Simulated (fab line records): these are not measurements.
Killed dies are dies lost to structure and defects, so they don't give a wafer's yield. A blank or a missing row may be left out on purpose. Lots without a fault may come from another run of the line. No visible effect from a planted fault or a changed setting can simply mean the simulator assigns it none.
fab line records    flow gf180mcu
[record] lots = 12  wafers = 36  last_day = 34
route steps=602 shown HV_LDD@204 M2@368 V2@383 M3@410
lots that met no fault: taken from a fault-free run of the same line
start_h: hours from the record's first day to the start of the lot's first wafer shown    wait_h: how many hours have passed since the lot's step before this one    " same as the row above    L1.1+2: several wafers, shown together as one row    - no value, or no start was given    * or withheld: withheld    < > ~ a bound
route shown NAME@n: NAME is a module with steps in the file, n the number in the route of the first one    usual: mean and standard deviation over wafers with no fault    same: alike in all rows    chamber/n: place in a boat    sites: each site's reading    _std_site: standard deviation across them    _edge_site: outer sites' mean less inner sites'    radius_mm: how far each site lies from the wafer's centre    mask NAME#n: copy n    behind: the last tool/chamber to shape the wafer    hold: what put the lot on hold/how long, in hours/how the hold closed    device: transistor that didn't switch, given as n, p or np    end of line: the same wafers' tests at the end of the route    a step given without rows: its recipe and nothing more    killed: dies that structure and defects cost at the first sort, which is not the same as the wafer's yield    map: a wafer's dies, x killed, . not, _ none there
set.NAME: the setting that was run; set.NAME@STEP: the one run at that earlier step    model.NAME: the simulator's own value behind a step, which no gauge read
steps of the route over a sample of lots; a table a step, a row a wafer
services: a tool's chamber out of use, with start hour (start_h, from the record's first day; less than 0 if before it), hours out, and reason
[[steps]]
[step GF_HV_LDD_EXPOSE_28]
[recipe] mask_id = Nplus_HV_AREA  target_cd_nm = 400  na = 0.6  source_shape = conventional  sigma_outer = 0.6  dose_mj = 140
[usual] exposure_dose_mJ_cm2 = 139.99/0.15
lot.wafer  tool              chamber  start_h  wait_h  mask             exposure_dose_mJ_cm2
L406.1     iline_stepper-02  0        245.55   -       Nplus_HV_AREA#0  139.80
L406.2     "                 0        "        "       Nplus_HV_AREA#0  140.01
L406.3     "                 0        "        "       Nplus_HV_AREA#0  139.88
L407.1     iline_stepper-02  0        253.51   -       Nplus_HV_AREA#0  139.78
L407.5     "                 0        "        "       Nplus_HV_AREA#0  139.79
L407.6     "                 0        "        "       Nplus_HV_AREA#0  139.97
L408.1     iline_stepper-01  0        256.88   -       Nplus_HV_AREA#0  140.03
L408.3     "                 0        "        "       Nplus_HV_AREA#0  140.08
L408.6     "                 0        "        "       Nplus_HV_AREA#0  140.20
L410.1     iline_stepper-01  0        274.55   -       Nplus_HV_AREA#0  139.96
L410.4     "                 0        "        "       Nplus_HV_AREA#0  140.06
L410.5     "                 0        "        "       Nplus_HV_AREA#0  140.03
L412.1     iline_stepper-02  0        291.89   -       Nplus_HV_AREA#0  139.92
L412.5     "                 0        "        "       Nplus_HV_AREA#0  140.15
L412.6     "                 0        "        "       Nplus_HV_AREA#0  139.92
L414.1     iline_stepper-01  0        305.90   -       Nplus_HV_AREA#0  140.17
L414.3     "                 0        "        "       Nplus_HV_AREA#0  139.74
L414.6     "                 0        "        "       Nplus_HV_AREA#0  140.01
L419.2     iline_stepper-02  0        343.49   -       Nplus_HV_AREA#0  148.81
L419.5     "                 0        "        "       Nplus_HV_AREA#0  149.04
L419.6     "                 0        "        "       Nplus_HV_AREA#0  148.72
L420.1     iline_stepper-02  0        349.99   -       Nplus_HV_AREA#0  148.94
L420.3     "                 0        "        "       Nplus_HV_AREA#0  149.08
L420.5     "                 0        "        "       Nplus_HV_AREA#0  149.08
L423.1     iline_stepper-01  0        374.62   -       Nplus_HV_AREA#0  140.09
L423.2     "                 0        "        "       Nplus_HV_AREA#0  140.10
L423.3     "                 0        "        "       Nplus_HV_AREA#0  140.10
L424.2     iline_stepper-01  0        383.93   -       Nplus_HV_AREA#0  140.20
L424.4     "                 0        "        "       Nplus_HV_AREA#0  140.05
L424.6     "                 0        "        "       Nplus_HV_AREA#0  139.91
L425.2     iline_stepper-01  0        389.57   -       Nplus_HV_AREA#0  140.00
L425.3     "                 0        "        "       Nplus_HV_AREA#0  140.06
L425.6     "                 0        "        "       Nplus_HV_AREA#0  140.11
L429.1     iline_stepper-01  0        423.92   -       Nplus_HV_AREA#0  139.73
L429.2     "                 0        "        "       Nplus_HV_AREA#0  139.82
L429.6     "                 0        "        "       Nplus_HV_AREA#0  139.86
[step GF_HV_LDD_CD_MEAS_31]
[recipe] target_cd_nm = 400
[usual] cd_nm = 400.5/2.5
lot.wafer  tool       chamber  start_h  wait_h  hold                      cd_nm
L406.1     cd_sem-01  -        254.65   0.1     -                         401.5
L406.2     "          -        "        "       -                         399.5
L406.3     "          -        "        "       -                         401.9
L407.1     cd_sem-01  -        262.70   0.1     -                         403.3
L407.5     "          -        "        "       -                         403.2
L407.6     "          -        "        "       -                         403.8
L408.1     cd_sem-01  -        266.55   0.1     -                         401.3
L408.3     "          -        "        "       -                         401.2
L408.6     "          -        "        "       -                         401.2
L410.1     cd_sem-01  -        283.86   0.1     -                         400.7
L410.4     "          -        "        "       -                         400.6
L410.5     "          -        "        "       -                         401.6
L412.1     cd_sem-01  -        301.86   0.1     -                         401.3
L412.5     "          -        "        "       -                         401.5
L412.6     "          -        "        "       -                         399.9
L414.1     cd_sem-02  -        316.10   0.1     -                         401.3
L414.3     "          -        "        "       -                         401.2
L414.6     "          -        "        "       -                         401.9
L419.2     cd_sem-02  -        354.41   0.1     await_dispo/0.2h/release  416.6
L419.5     "          -        "        "       await_dispo/0.2h/release  414.3
L419.6     "          -        "        "       await_dispo/0.2h/release  415.2
L419.2     cd_sem-02  -        354.70   0.3     -                         416.7
L419.5     "          -        "        "       -                         414.6
L419.6     "          -        "        "       -                         414.8
L420.1     cd_sem-01  -        360.64   0.1     await_dispo/0.2h/release  420.2
L420.3     "          -        "        "       await_dispo/0.2h/release  418.9
L420.5     "          -        "        "       await_dispo/0.2h/release  418.7
L420.1     cd_sem-01  -        360.93   0.3     -                         420.6
L420.3     "          -        "        "       -                         418.5
L420.5     "          -        "        "       -                         418.7
L423.1     cd_sem-02  -        385.30   0.1     -                         402.7
L423.2     "          -        "        "       -                         403.2
L423.3     "          -        "        "       -                         403.8
L424.2     cd_sem-01  -        395.17   0.1     -                         400.3
L424.4     "          -        "        "       -                         400.0
L424.6     "          -        "        "       -                         398.5
L425.2     cd_sem-02  -        401.68   0.1     -                         402.5
L425.3     "          -        "        "       -                         403.0
L425.6     "          -        "        "       -                         401.8
L429.1     cd_sem-01  -        435.74   0.1     -                         400.4
L429.2     "          -        "        "       -                         402.7
L429.6     "          -        "        "       -                         401.1
[step GF_M2_THK_MEAS_06]
[recipe] thk_meas_gauge = xrf  reads = AlCu_of_M2_SPUTTER_02
[usual] M2_ALCU_THK = 436/5.8
lot.wafer  tool           chamber  start_h  wait_h  M2_ALCU_THK[nm]
L406.1     film_metro-03  -        414.51   0.1     440
L406.2     "              -        "        "       426
L406.3     "              -        "        "       436
L407.1     film_metro-03  -        424.34   0.1     436
L407.5     "              -        "        "       440
L407.6     "              -        "        "       433
L408.1     film_metro-02  -        430.56   0.1     424
L408.3     "              -        "        "       428
L408.6     "              -        "        "       435
L410.1     film_metro-02  -        452.10   0.1     442
L410.4     "              -        "        "       438
L410.5     "              -        "        "       445
L412.1     film_metro-01  -        471.78   0.1     438
L412.5     "              -        "        "       437
L412.6     "              -        "        "       441
L414.1     film_metro-01  -        486.84   0.1     432
L414.3     "              -        "        "       433
L414.6     "              -        "        "       434
L419.2     film_metro-03  -        530.41   0.1     439
L419.5     "              -        "        "       437
L419.6     "              -        "        "       439
L420.1     film_metro-03  -        535.35   0.1     438
L420.3     "              -        "        "       440
L420.5     "              -        "        "       441
L423.1     film_metro-02  -        560.89   0.1     448
L423.2     "              -        "        "       447
L423.3     "              -        "        "       441
L424.2     film_metro-01  -        568.21   0.1     432
L424.4     "              -        "        "       429
L424.6     "              -        "        "       428
L425.2     film_metro-03  -        575.71   0.1     433
L425.3     "              -        "        "       443
L425.6     "              -        "        "       446
L429.1     film_metro-03  -        605.70   0.1     443
L429.2     "              -        "        "       443
L429.6     "              -        "        "       439
[step GF_V2_THK_MEAS_01]
[recipe] reads = SiO2_of_V2_CVD_00
[usual] V2_CVD_00_THK = 603/10
lot.wafer  tool           chamber  start_h  wait_h  V2_CVD_00_THK[nm]
L406.1     film_metro-02  -        439.40   0.0     596
L406.2     "              -        "        "       606
L406.3     "              -        "        "       591
L407.1     film_metro-02  -        449.12   0.0     605
L407.5     "              -        "        "       604
L407.6     "              -        "        "       593
L408.1     film_metro-01  -        455.75   0.0     591
L408.3     "              -        "        "       610
L408.6     "              -        "        "       596
L410.1     film_metro-02  -        477.89   0.0     600
L410.4     "              -        "        "       613
L410.5     "              -        "        "       600
L412.1     film_metro-04  -        496.18   0.0     606
L412.5     "              -        "        "       596
L412.6     "              -        "        "       592
L414.1     film_metro-01  -        511.16   0.0     617
L414.3     "              -        "        "       594
L414.6     "              -        "        "       597
L419.2     film_metro-02  -        553.42   0.0     620
L419.5     "              -        "        "       617
L419.6     "              -        "        "       609
L420.1     film_metro-04  -        558.36   0.0     607
L420.3     "              -        "        "       609
L420.5     "              -        "        "       625
L423.1     film_metro-01  -        583.49   0.0     596
L423.2     "              -        "        "       608
L423.3     "              -        "        "       599
L424.2     film_metro-02  -        589.75   0.0     600
L424.4     "              -        "        "       583
L424.6     "              -        "        "       583
L425.2     film_metro-02  -        597.58   0.0     585
L425.3     "              -        "        "       596
L425.6     "              -        "        "       596
L429.1     film_metro-04  -        626.83   0.0     591
L429.2     "              -        "        "       593
L429.6     "              -        "        "       590
[step GF_M3_SPUTTER_01]
[recipe] material = TiN  target_thk_nm = 30  power_w = 6500  time_s = 25  chamber_pressure_pa = 0.4
[usual] cathode_dc_power_W = 6500.0/1.3  chamber_pressure_pa = 0.3999/0.00073  throttle_valve_pct = 30.3/1.3
lot.wafer  tool            chamber  start_h  wait_h  cathode_dc_power_W  chamber_pressure_pa  throttle_valve_pct
L406.1     pvd_sputter-01  -        466.21   0.1     6498.8              0.4004               31.1
L406.2     "               -        "        "       6495.7              0.4010               29.2
L406.3     "               -        "        "       6499.9              0.3986               29.9
L407.1     pvd_sputter-01  -        476.78   0.1     6499.8              0.3993               29.9
L407.5     "               -        "        "       6499.9              0.3998               29.5
L407.6     "               -        "        "       6499.5              0.3998               29.9
L408.1     pvd_sputter-03  -        482.08   0.1     6501.2              0.3998               33.3
L408.3     "               -        "        "       6499.3              0.4002               28.8
L408.6     "               -        "        "       6499.5              0.3999               30.7
L410.1     pvd_sputter-01  -        504.00   0.1     6500.7              0.3996               29.9
L410.4     "               -        "        "       6499.8              0.3991               29.7
L410.5     "               -        "        "       6499.7              0.3999               29.4
L412.1     pvd_sputter-01  -        520.49   0.1     6501.2              0.4003               29.3
L412.5     "               -        "        "       6501.4              0.3984               29.6
L412.6     "               -        "        "       6502.2              0.4014               29.8
L414.1     pvd_sputter-01  -        534.34   0.1     6497.8              0.3998               29.7
L414.3     "               -        "        "       6501.3              0.3995               29.5
L414.6     "               -        "        "       6501.0              0.4001               29.4
L419.2     pvd_sputter-04  -        577.69   0.1     6501.7              0.4001               31.6
L419.5     "               -        "        "       6500.4              0.3991               28.3
L419.6     "               -        "        "       6501.8              0.3999               31.7
L420.1     pvd_sputter-04  -        582.21   0.1     6502.2              0.4002               28.7
L420.3     "               -        "        "       6499.6              0.3997               28.5
L420.5     "               -        "        "       6500.0              0.3996               29.0
L423.1     pvd_sputter-04  -        606.26   0.1     6500.2              0.4008               31.5
L423.2     "               -        "        "       6501.8              0.4008               32.0
L423.3     "               -        "        "       6500.3              0.4009               28.9
L424.2     pvd_sputter-04  -        612.27   0.1     6499.4              0.3997               31.6
L424.4     "               -        "        "       6500.7              0.3999               29.1
L424.6     "               -        "        "       6500.8              0.3994               32.1
L425.2     pvd_sputter-04  -        620.45   0.1     6501.2              0.4008               31.3
L425.3     "               -        "        "       6501.8              0.3990               29.1
L425.6     "               -        "        "       6500.3              0.3995               32.1
L429.1     pvd_sputter-03  -        648.05   0.1     6499.4              0.4001               29.0
L429.2     "               -        "        "       6500.4              0.3991               33.3
L429.6     "               -        "        "       6499.8              0.4003               30.7
[[services]]
tool              chamber  start_h  hours  kind
pvd_sputter-01    -        241.45   2.6    repair
iline_stepper-02  0        258.18   -      calibration
iline_stepper-01  -        258.67   2.2    repair
iline_stepper-01  0        259.84   -      calibration
pvd_sputter-04    2        324.87   -      consumable_replace:kit
pvd_sputter-04    2        324.87   18.0   scheduled_down
pvd_sputter-04    2        324.87   18.0   vent_cycle
pvd_sputter-01    -        325.55   3.1    repair
iline_stepper-01  -        334.55   0.9    repair
iline_stepper-02  -        351.92   1.7    pm
pvd_sputter-04    -        361.54   0.8    repair
pvd_sputter-03    -        446.41   2.7    repair
pvd_sputter-01    -        447.01   5.3    repair
iline_stepper-01  0        478.02   -      calibration
iline_stepper-02  0        486.30   -      calibration
iline_stepper-02  -        493.95   35.1   repair
iline_stepper-01  -        502.83   7.8    repair
iline_stepper-02  -        517.32   -      calibration
iline_stepper-01  -        529.00   1.7    pm
pvd_sputter-04    1        534.01   -      consumable_replace:kit
iline_stepper-01  -        553.11   10.1   repair
iline_stepper-02  -        570.11   1.7    pm
pvd_sputter-03    -        597.82   0.7    repair
iline_stepper-02  -        632.34   2.1    pm
[[key]]
[first_sign] step = GF_HV_LDD_EXPOSE_28  reading = exposure_dose_mJ_cm2  direction = up  sigmas = 61  usual = 139.99  struck = 148.95
[effect] step = GF_HV_LDD_CD_MEAS_31  reading = visit  direction = added
[effect] step = GF_HV_LDD_CD_MEAS_31  reading = cd_nm  direction = up  sigmas = 6.7  usual = 400.5  struck = 417.3
met_at GF_HV_LDD_EXPOSE_28
struck_lots L419,L420
tester_left_out L419,L420
not_acting_at GF_M2_THK_MEAS_06,GF_V2_THK_MEAS_01,GF_M3_SPUTTER_01
onset_between 291.89 343.49
[fault] kind = process_parameter_drift  tool = iline_stepper-02  chamber = -  onset_h = 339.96  steps = GF_HV_LDD_EXPOSE_28  channel = dose_mj  offset = 8.9241  shape = step  acts_in = these_recipes_only  stated = 140
// tester_left_out: of these lots the tester's yield and bins aren't shown, on N5 and GAA mostly nor the transistor test; their killed dies are dies lost to structure and defects alone, not to doping, threshold or leakage, so they don't give the yield
